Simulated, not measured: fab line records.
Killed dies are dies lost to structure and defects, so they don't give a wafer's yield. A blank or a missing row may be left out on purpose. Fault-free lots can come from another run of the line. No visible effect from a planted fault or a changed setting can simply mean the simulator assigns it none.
Chamber matching :: flow gf180mcu :: 4 sister chambers for GF_STI_ETCH_14 on rieSi-01
The step etches Si in HBr/Cl2/O2, target depth 360 nm, time 102.9 s. 18 wafers are shown with their chamber, then 9 later ones without.

WAFERS WITH THEIR CHAMBER
wafer: L522.1
chamber: 2
drypumpMotorCurrentA (A): 5.2
oesProductAu (a.u.): 1.002
throttleValvePct (%): 25.657

wafer: L522.3
chamber: 1
drypumpMotorCurrentA (A): 5.1
oesProductAu (a.u.): 1.003
throttleValvePct (%): 25.658

wafer: L522.5
chamber: 3
drypumpMotorCurrentA (A): 5.6
oesProductAu (a.u.): 1.004
throttleValvePct (%): 25.655

wafer: L524.2
chamber: 1
drypumpMotorCurrentA (A): 5.1
oesProductAu (a.u.): 1.000
throttleValvePct (%): 25.654

wafer: L524.3
chamber: 3
drypumpMotorCurrentA (A): 5.6
oesProductAu (a.u.): 0.996
throttleValvePct (%): 25.645

wafer: L524.4
chamber: 2
drypumpMotorCurrentA (A): 5.1
oesProductAu (a.u.): 1.009
throttleValvePct (%): 25.669

wafer: L525.1
chamber: 2
drypumpMotorCurrentA (A): 5.2
oesProductAu (a.u.): 1.001
throttleValvePct (%): 25.651

wafer: L525.2
chamber: 3
drypumpMotorCurrentA (A): 5.6
oesProductAu (a.u.): 1.010
throttleValvePct (%): 25.654

wafer: L525.3
chamber: 0
drypumpMotorCurrentA (A): 5.7
oesProductAu (a.u.): 1.005
throttleValvePct (%): 25.643

wafer: L526.1
chamber: 1
drypumpMotorCurrentA (A): 5.2
oesProductAu (a.u.): 1.001
throttleValvePct (%): 25.660

wafer: L526.3
chamber: 0
drypumpMotorCurrentA (A): 5.7
oesProductAu (a.u.): 1.014
throttleValvePct (%): 25.647

wafer: L526.6
chamber: 0
drypumpMotorCurrentA (A): 5.7
oesProductAu (a.u.): 1.016
throttleValvePct (%): 25.645

wafer: L527.1
chamber: 3
drypumpMotorCurrentA (A): 5.7
oesProductAu (a.u.): 1.003
throttleValvePct (%): 25.669

wafer: L527.2
chamber: 0
drypumpMotorCurrentA (A): 5.7
oesProductAu (a.u.): 1.013
throttleValvePct (%): 25.646

wafer: L527.5
chamber: 2
drypumpMotorCurrentA (A): 5.2
oesProductAu (a.u.): 0.999
throttleValvePct (%): 25.645

wafer: L533.3
chamber: 3
drypumpMotorCurrentA (A): 5.6
oesProductAu (a.u.): 0.999
throttleValvePct (%): 25.675

wafer: L533.5
chamber: 3
drypumpMotorCurrentA (A): 5.7
oesProductAu (a.u.): 1.005
throttleValvePct (%): 25.663

wafer: L533.6
chamber: 0
drypumpMotorCurrentA (A): 5.7
oesProductAu (a.u.): 1.022
throttleValvePct (%): 25.637

SIGNATURES (averages over the wafers above)
reading: drypumpMotorCurrentA
chamber 0: 5.700
chamber 1: 5.133
chamber 2: 5.175
chamber 3: 5.633
scatter within a chamber: 0.0443

reading: oesProductAu
chamber 0: 1.01400
chamber 1: 1.00133
chamber 2: 1.00275
chamber 3: 1.00283
scatter within a chamber: 0.00486

reading: throttleValvePct
chamber 0: 25.64360
chamber 1: 25.65733
chamber 2: 25.65550
chamber 3: 25.66017
scatter within a chamber: 0.00844
Rule: for a wafer and a chamber, the distance is found by dividing, reading by reading, the gap between the wafer's reading and the chamber's mean by the reading's scatter, squaring, summing and taking the root. The wafer belongs to the nearest chamber; if the next one is less than 2 further off, it can't be placed. How the scatter is found: for the shown wafers, subtract from each reading the mean of its chamber, square and add these, divide the total by (wafers less chambers), then take the root.

WAFERS WHOSE CHAMBER IS MISSING
wafer: L539.2
drypumpMotorCurrentA (A): 5.7
oesProductAu (a.u.): 1.019
throttleValvePct (%): 25.640

wafer: L539.3
drypumpMotorCurrentA (A): 5.1
oesProductAu (a.u.): 0.985
throttleValvePct (%): 25.661

wafer: L539.6
drypumpMotorCurrentA (A): 5.1
oesProductAu (a.u.): 1.014
throttleValvePct (%): 25.646

wafer: L542.1
drypumpMotorCurrentA (A): 5.7
oesProductAu (a.u.): 1.015
throttleValvePct (%): 25.633

wafer: L542.2
drypumpMotorCurrentA (A): 5.6
oesProductAu (a.u.): 0.996
throttleValvePct (%): 25.665

wafer: L542.4
drypumpMotorCurrentA (A): 5.2
oesProductAu (a.u.): 0.992
throttleValvePct (%): 25.659

wafer: L545.1
drypumpMotorCurrentA (A): 5.1
oesProductAu (a.u.): 0.990
throttleValvePct (%): 25.654

wafer: L545.3
drypumpMotorCurrentA (A): 5.6
oesProductAu (a.u.): 0.987
throttleValvePct (%): 25.641

wafer: L545.6
drypumpMotorCurrentA (A): 5.6
oesProductAu (a.u.): 0.997
throttleValvePct (%): 25.648

EACH ONE'S CHAMBER
wafer: L539.2
from the rows above: 0
in truth: 0

wafer: L539.3
from the rows above: can't be placed: 1 or 2
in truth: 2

wafer: L539.6
from the rows above: can't be placed: 1 or 2
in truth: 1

wafer: L542.1
from the rows above: 0
in truth: 0

wafer: L542.2
from the rows above: 3
in truth: 3

wafer: L542.4
from the rows above: can't be placed: 2 or 1
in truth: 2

wafer: L545.1
from the rows above: can't be placed: 1 or 2
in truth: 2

wafer: L545.3
from the rows above: can't be placed: 3 or 0
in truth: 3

wafer: L545.6
from the rows above: 3
in truth: 3
Placed correctly: 4 of 9. Unplaceable from these rows: 5, with the true chamber sitting among the candidates in 5. 0 placed wrongly.
